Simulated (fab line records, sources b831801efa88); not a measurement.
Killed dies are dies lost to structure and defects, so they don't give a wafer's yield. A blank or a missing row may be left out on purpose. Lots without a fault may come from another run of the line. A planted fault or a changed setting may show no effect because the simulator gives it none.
Chamber matching | flow gf180mcu | GF_V1_ETCH_16 on rie_diel-02: 4 sister chambers
The step etches BARC in N2/H2. 8 wafers are shown with their chamber, then 12 later ones without.

WAFERS WITH THEIR CHAMBER
wafer  | chamber | throttle_valve_pct (%) | oes_product_au (a.u.)
L082.5 | 1       | 13.222                 | 0.857
L086.6 | 0       | 13.220                 | 0.849
L087.1 | 2       | 13.227                 | 0.860
L087.2 | 0       | 13.229                 | 0.859
L087.3 | 3       | 13.217                 | 0.857
L087.4 | 1       | 13.216                 | 0.853
L087.5 | 3       | 13.230                 | 0.860
L087.6 | 2       | 13.218                 | 0.856

WAFERS WITHOUT THEIR CHAMBER
wafer  | throttle_valve_pct (%) | oes_product_au (a.u.)
L088.3 | 13.221                 | 0.864
L088.4 | 13.235                 | 0.850
L088.5 | 13.219                 | 0.855
L090.3 | 13.218                 | 0.855
L090.5 | 13.228                 | 0.851
L090.6 | 13.221                 | 0.849
L095.2 | 13.208                 | 0.857
L095.4 | 13.227                 | 0.857
L095.6 | 13.225                 | 0.853
L096.3 | 13.210                 | 0.860
L096.5 | 13.222                 | 0.860
L096.6 | 13.226                 | 0.859

WHICH CHAMBER EACH WENT THROUGH
wafer  | from the rows above               | in truth
L088.3 | can't be placed: 3 or 2 or 1 or 0 | 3
L088.4 | can't be placed: 0 or 3 or 1 or 2 | 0
L088.5 | can't be placed: 1 or 0 or 2 or 3 | 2
L090.3 | can't be placed: 1 or 2 or 0 or 3 | 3
L090.5 | can't be placed: 0 or 1 or 2 or 3 | 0
L090.6 | can't be placed: 0 or 1 or 2 or 3 | 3
L095.2 | can't be placed: 1 or 2 or 3 or 0 | 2
L095.4 | can't be placed: 3 or 2 or 0 or 1 | 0
L095.6 | can't be placed: 0 or 1 or 2 or 3 | 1
L096.3 | can't be placed: 1 or 2 or 3 or 0 | 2
L096.5 | can't be placed: 3 or 2 or 1 or 0 | 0
L096.6 | can't be placed: 3 or 2 or 0 or 1 | 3
Placed correctly: 0 of 12. Can't be placed from these rows: 12 (the true chamber is among the candidates in 12). Placed wrongly: 0.
How it was worked out, from the rows above alone: a wafer's distance from a chamber is the root of the sum, over the readings, of the square of ((its reading less the chamber's mean) divided by the reading's scatter). The wafer belongs to the nearest chamber; if the next one is less than 2 further off, it can't be placed. A chamber's mean is the mean of its shown wafers. The scatter: the root of (the sum of the squares of (reading less its chamber's mean) over the shown wafers, divided by (wafers less chambers)).
